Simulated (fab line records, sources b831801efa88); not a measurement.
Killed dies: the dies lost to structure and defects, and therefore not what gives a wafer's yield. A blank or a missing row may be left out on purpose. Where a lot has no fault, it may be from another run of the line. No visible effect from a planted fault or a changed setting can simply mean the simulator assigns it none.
Struck lot and sound lot, side by side | flow sky130 | 13 out of 708 route steps
Sound: the wafers L800.4, L800.5, L800.6. The struck wafers were L799.3, L799.4, L799.6. The cause comes at the end.
At each step with rows: each side's tool, then ch and its chambers, then its first start. Under that, the readings that differ: sound wafers | struck wafers | difference of the means | sigmas: that difference in standard deviations of wafers without a fault.
alike: readings whose means differ by less than 2 such deviations, and words and numbers that are the same on both sides. not compared: withheld readings, readings that some wafer has no value for, bounds like >300 that may hide the same value, and numbers for which the record gives no deviation and whose values overlap.
A row with sigmas, a row that says differs or no value, or rows on one side alone: a step with any of these is where the two part. Numbers that don't overlap but have no deviation are shown without sigmas and don't part them. A reading that every wafer of one side lacks parts them only if that side has two wafers or more.

SKY_NWELL_TW_MEAS_26:
  struck on filmMetro-01, day 6 03:58; sound on filmMetro-04, day 6 09:41
  alike: NWELL_2_TW
then, 1 step without rows for these wafers: SKY_NWELL_CLEAN_27 (cleans in SC1/SC2, time 150 s).
SKY_NWELL_RTA_28: time 30 s.
  sound on rtpAnneal-01 ch 0, day 6 09:49; struck on rtpAnneal-02 ch 0, day 6 04:05
  alike: chamberO2Ppm, lampPowerPct, wafer_temp_C_max
SKY_NWELL_RS_MEAS_29: measures by four-point-probe.
  struck on filmMetro-01, day 6 04:12; sound on filmMetro-01, day 6 09:55
  alike: NWELL_RS
SKY_NWELL_RS_MEAS_31: measures by four-point-probe.
  struck on filmMetro-01, day 6 04:26; sound on filmMetro-01, day 6 10:10
  alike: PWDE_RS
then, 6 steps without rows for these wafers: SKY_VT_ADJUST_HVTP_DEHYDRATE_00 (time 60 s); SKY_VT_ADJUST_HVTP_HMDS_01 (prime time 60 s); SKY_VT_ADJUST_HVTP_COAT_02 (resist thk 1140 nm); SKY_VT_ADJUST_HVTP_SOFTBAKE_03 (time 60 s); SKY_VT_ADJUST_HVTP_EXPOSE_04 (exposes mask HVTPM, target cd 380 nm); SKY_VT_ADJUST_HVTP_PEB_05.
SKY_VT_ADJUST_HVTP_DEVELOP_06: develop time 60 s.
  struck on lithoTrack-02, day 6 22:46; sound on lithoTrack-03 ch 0, day 7 04:53
  no value came back on the struck wafers for chillPlateTempC (C), developTimeS (s); on the sound wafers chillPlateTempC (C) reads 23.16 22.95 22.93
SKY_VT_ADJUST_HVTP_CD_MEAS_07 targets a cd of 380 nm.
  struck on cdSem-01, day 6 22:54; sound on cdSem-02, day 7 05:01
reading   | sound             | struck | difference                    | sigmas
cdNm (nm) | 380.0 382.6 381.2 | - - -  | no value on the struck wafers | 

## WHERE THEY PART
Earliest at SKY_VT_ADJUST_HVTP_DEVELOP_06; latest, in this record, at SKY_VT_ADJUST_HVTP_CD_MEAS_07.

WHY: what had been put in by the simulator
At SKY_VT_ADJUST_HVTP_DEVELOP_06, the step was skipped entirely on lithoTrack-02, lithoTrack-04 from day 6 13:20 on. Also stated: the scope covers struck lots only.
